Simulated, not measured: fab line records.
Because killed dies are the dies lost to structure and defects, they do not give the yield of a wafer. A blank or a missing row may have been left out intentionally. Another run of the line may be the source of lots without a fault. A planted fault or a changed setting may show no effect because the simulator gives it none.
Which of the tools did it?    flow sky130    10 lots, 30 wafers sampled, at 5 steps of a route of 708

== WHAT THE GAUGES READ, wafer by wafer ==
SKY_VIA3_BOW_MEAS_03.
lot   measured      on             VIA3_BOW (um)
L823  day 38 22:31  film metro-01  81 88 85
L824  day 39 15:30  film metro-01  78 81 83
L825  day 39 23:58  film metro-03  83 81 79
L829  day 40 19:58  film metro-01  85 80 84
L838  day 43 07:55  film metro-01  73 61 79
L839  day 43 19:22  film metro-02  73 86 77
L841  day 45 00:22  film metro-02  85 77 82
L844  day 45 04:16  film metro-03  86 89 91

== WHAT TOOL EACH LOT RAN ON (gives the tool, then ch and the chambers of the sampled wafers, and finally the start) ==
lot   SKY_METAL2_ETCH_18                 SKY_METAL3_ETCH_16                 SKY_METAL3_ETCH_17                  SKY_METAL3_STRIP_19
L823  rie metal-04 ch 0, day 35 12:21    rie metal-04 ch 0,1, day 38 21:05  rie diel-02 ch 1,2, day 38 21:11    plasma asher-04 ch 0,1, day 38 21:23
L824  rie metal-03 ch 0,1, day 36 07:00  rie metal-01 ch 0,1, day 39 14:05  rie diel-04 ch 0,1,3, day 39 14:11  plasma asher-04 ch 0,1, day 39 14:23
L825  rie metal-03 ch 0,1, day 36 15:10  rie metal-01 ch 0,1, day 39 22:33  rie diel-04 ch 0,1, day 39 22:39    plasma asher-03 ch 0,1, day 39 22:51
L829  rie metal-04 ch 0,1, day 37 11:29  rie metal-01 ch 0,1, day 40 18:00  rie diel-02 ch 0,1,2, day 40 18:06  plasma asher-03 ch 0,1, day 40 18:17
L831  rie metal-04 ch 0,1, day 38 11:23  rie metal-01 ch 0,1, day 41 16:12  rie diel-01 ch 0,1,2, day 41 16:18  plasma asher-04 ch 0,1, day 41 16:29
L832  rie metal-03 ch 0,1, day 38 12:26  rie metal-01 ch 0,1, day 41 17:38  rie diel-02 ch 0,1, day 41 17:42    plasma asher-03 ch 0,1, day 41 17:56
L838  rie metal-01 ch 0,1, day 40 02:57  rie metal-02 ch 0,1, day 43 06:30  rie diel-01 ch 1,2, day 43 06:36    plasma asher-03 ch 0,1, day 43 06:48
L839  rie metal-01 ch 0,1, day 40 15:26  rie metal-01 ch 0,1, day 43 17:53  rie diel-02 ch 0,1,3, day 43 17:59  plasma asher-03 ch 0,1, day 43 18:11
L841  rie metal-01 ch 0,1, day 41 23:09  rie metal-02 ch 0, day 44 22:56    rie diel-04 ch 0,1, day 44 23:02    plasma asher-04 ch 0,1, day 44 23:14
L844  rie metal-04 ch 0,1, day 42 03:21  rie metal-02 ch 1, day 45 02:24    rie diel-01 ch 1,2,3, day 45 02:30  plasma asher-01 ch 0,1, day 45 02:42
- SKY_METAL2_ETCH_18: etches BARC in N2/H2, stops on SiO2, time 45.9 s, target depth 60 nm.
- SKY_METAL3_ETCH_16: etches BARC in N2/H2, stops on SiO2, time 88.2 s, target depth 60 nm.
- SKY_METAL3_ETCH_17: etches SiO2 in C4F8/O2/Ar, stops on TiN, time 3.9 s, target depth 15 nm.
- SKY_METAL3_STRIP_19: strips in O2/N2.

== AS READ BY THE TOOLS THEMSELVES (means over the sampled wafers that have a number; for cases with no such wafer, the mark the record gives instead) ==
SKY_METAL2_ETCH_18.
lot   tool          bias w (W)  chamber pressure mTorr (mTorr)  drypump motor current A (A)  oes product au (a.u.)  throttle valve pct (%)
L823  rie metal-04  99.9        29.986                          6.16                         0.862                  13.229
L824  rie metal-03  100.2       29.999                          5.64                         0.854                  13.228
L825  rie metal-03  99.9        29.963                          5.64                         0.857                  13.223
L829  rie metal-04  100.0       30.011                          5.99                         0.855                  13.230
L831  rie metal-04  100.1       29.979                          5.79                         0.855                  13.219
L832  rie metal-03  100.1       30.020                          5.53                         0.858                  13.235
L838  rie metal-01  100.2       29.962                          5.74                         0.855                  13.225
L839  rie metal-01  99.9        29.993                          5.73                         0.852                  13.213
L841  rie metal-01  99.6        30.025                          5.76                         0.856                  13.217
L844  rie metal-04  100.0       29.998                          5.97                         0.851                  13.227

SKY_METAL3_ETCH_16.
lot   tool          bias w (W)  chamber pressure mTorr (mTorr)  drypump motor current A (A)  oes product au (a.u.)  throttle valve pct (%)
L823  rie metal-04  99.98       30.017                          5.98                         0.627                  13.199
L824  rie metal-01  99.69       29.989                          5.72                         0.627                  13.215
L825  rie metal-01  99.90       29.998                          5.75                         0.625                  13.206
L829  rie metal-01  99.94       30.005                          5.74                         0.627                  13.201
L831  rie metal-01  -           -                               -                            -                      -
L832  rie metal-01  -           -                               -                            -                      -
L838  rie metal-02  100.14      29.993                          5.82                         0.625                  13.195
L839  rie metal-01  100.05      30.017                          5.71                         0.622                  13.201
L841  rie metal-02  99.90       30.027                          5.68                         0.627                  13.201
L844  rie metal-02  100.19      30.020                          6.09                         0.625                  13.197

SKY_METAL3_ETCH_17.
lot   tool         bias w (W)  chamber pressure mTorr (mTorr)  oes product au (a.u.)
L823  rie diel-02  1203        40.00                           0.757
L824  rie diel-04  1198        39.97                           0.747
L825  rie diel-04  1199        40.01                           0.762
L829  rie diel-02  1201        39.98                           0.755
L831  rie diel-01  1197        40.00                           0.375
L832  rie diel-02  1202        39.98                           0.373
L838  rie diel-01  1201        40.02                           0.759
L839  rie diel-02  1200        40.00                           0.753
L841  rie diel-04  1198        39.98                           0.751
L844  rie diel-01  1200        39.99                           0.759

SKY_METAL3_STRIP_19.
lot   tool             drypump motor current A (A)  oes product au (a.u.)  strip time to endpoint s (s)
L823  plasma asher-04  6.2                          0.505                  6.52
L824  plasma asher-04  5.8                          0.500                  6.54
L825  plasma asher-03  5.4                          0.504                  6.59
L829  plasma asher-03  5.4                          0.500                  6.55
L831  plasma asher-04  5.8                          0.517                  7.06
L832  plasma asher-03  5.8                          0.524                  7.09
L838  plasma asher-03  5.8                          0.505                  6.57
L839  plasma asher-03  5.4                          0.504                  6.58
L841  plasma asher-04  6.2                          0.511                  6.73
L844  plasma asher-01  5.2                          0.498                  6.52

== THE ANSWER, worked out from the rows above alone ==
Rule: what is usual is taken from the lots themselves. Put in order of their means at a reading, lots are off if they are a third of the lots or fewer, leave a main group of 4 or more, and stand apart from it by a gap of 3 or more times the standard deviation of the main group's means; of several such gaps the widest counts. The tables above print the reading to a certain number of digits; a main group whose means all agree to those digits is not used. Also off: a lot with no number at a reading for which 4 or more lots have one. The other lots that the step has rows for count as sound. First the gauges in route order, then the tools' own readings, where a lot's mean is used as printed above. The first step at which some lot is off is used, and at that step the reading that is off furthest; a lot without a number counts as furthest.
Off, at SKY_METAL3_ETCH_16 on bias w: L831, L832. Without a number there: L831, L832. The main group has a mean of 99.97 W with a standard deviation of 0.15.
If a tool, at that step or one of the process steps before it, ran each lot that is off and ran no sound lot following the first of them, it fits. Of those tried, none fits.

== WHAT WAS PUT IN BY THE SIMULATOR ==
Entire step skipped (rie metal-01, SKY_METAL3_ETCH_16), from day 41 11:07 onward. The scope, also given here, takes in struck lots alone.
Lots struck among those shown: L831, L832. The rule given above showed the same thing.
